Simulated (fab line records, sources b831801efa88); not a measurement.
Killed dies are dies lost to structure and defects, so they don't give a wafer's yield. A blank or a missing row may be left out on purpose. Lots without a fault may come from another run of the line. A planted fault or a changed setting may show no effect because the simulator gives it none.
One fault seen from 2 desks | flow gf180mcu | each desk has only its own numbers; what lay behind them comes last

THE METROLOGY DESK
What the gauges read, lot by lot, whatever tool the lot ran on: means of the sampled wafers that have a number. A lot is out of limits, marked OUT, if its mean lies more than 4 standard deviations from the usual mean; the brackets give that distance.
Columns: A = MVPSD_OVL at GF_MVPSD_OVL_MEAS_07, usual 0.7 nm; B = M2_ALCU_THK at GF_M2_THK_MEAS_06, usual 448 nm
lot  | first seen here | A    | B
L426 | day 5 08:47     | 2.3  | 442
L428 | day 5 19:23     | 1.4  | -
L429 | day 6 01:56     | 1.2  | 445
L434 | day 7 06:41     | -0.2 | 441
L435 | day 7 15:03     | 0.4  | 441
L437 | day 8 01:35     | -1.9 | 443
L439 | day 8 11:58     | 0.8  | 443
L440 | day 8 16:59     | 1.4  | 446
L441 | day 8 21:25     | 1.0  | 456
L442 | day 9 03:58     | 1.0  | 437
L443 | day 9 12:23     | 0.6  | 454
L447 | day 10 19:59    | 0.2  | 454
L448 | day 11 02:17    | 0.3  | 451
This desk's finding: nothing out of limits on any of the 13 lots.

THE TOOL OWNER'S DESK: plasma_asher-03
The tool's own readings at GF_HV_LDD_STRIP_49 (strips in O2/N2): means of the sampled wafers that have a number, for each lot that ran on this tool. A lot is out of limits, marked OUT, if its mean lies more than 4 standard deviations from the usual mean; the brackets give that distance.
Columns: A = drypump_motor_current_A at GF_HV_LDD_STRIP_49, usual 5.86 A; B = heater_power_w at GF_HV_LDD_STRIP_49, usual 324 W; C = oes_product_au at GF_HV_LDD_STRIP_49, usual 0.715 a.u.; D = strip_time_to_endpoint_s at GF_HV_LDD_STRIP_49, usual 12.64 s
lot  | first seen here | A    | B   | C               | D
L426 | day 12 20:59    | 5.89 | 311 | 0.715           | 12.66
L428 | day 13 07:46    | 5.87 | 310 | 0.948 (+51) OUT | -
L435 | day 15 23:00    | 5.99 | 287 | 0.715           | 12.63
L437 | day 16 11:26    | 5.88 | 309 | 0.719           | 12.63
L439 | day 17 04:16    | 5.86 | 311 | 0.716           | 12.68
L440 | day 17 10:11    | 5.88 | 311 | 0.717           | 12.63
This desk's finding: out of limits on L428; first on L428, day 13 07:46 (oes_product_au at GF_HV_LDD_STRIP_49). In limits: L426, L435, L437, L439, L440.

PUT TOGETHER
The tool owner's desk could have raised an alarm at day 13 07:46, on L428.
The metrology desk saw nothing out of limits.
The metrology desk has L428 on record, within its limits.
Of the lots named, all ran GF_HV_LDD_STRIP_49 on plasma_asher-03.

WHAT THE SIMULATOR HAD PUT IN
Strip aborted: plasma_asher-03, from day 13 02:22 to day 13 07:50, at GF_HV_LDD_STRIP_49. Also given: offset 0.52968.
Lots struck among those shown: L428.
Hours from the fault's start to each desk's first reading out of limits: the tool owner's desk, 5.
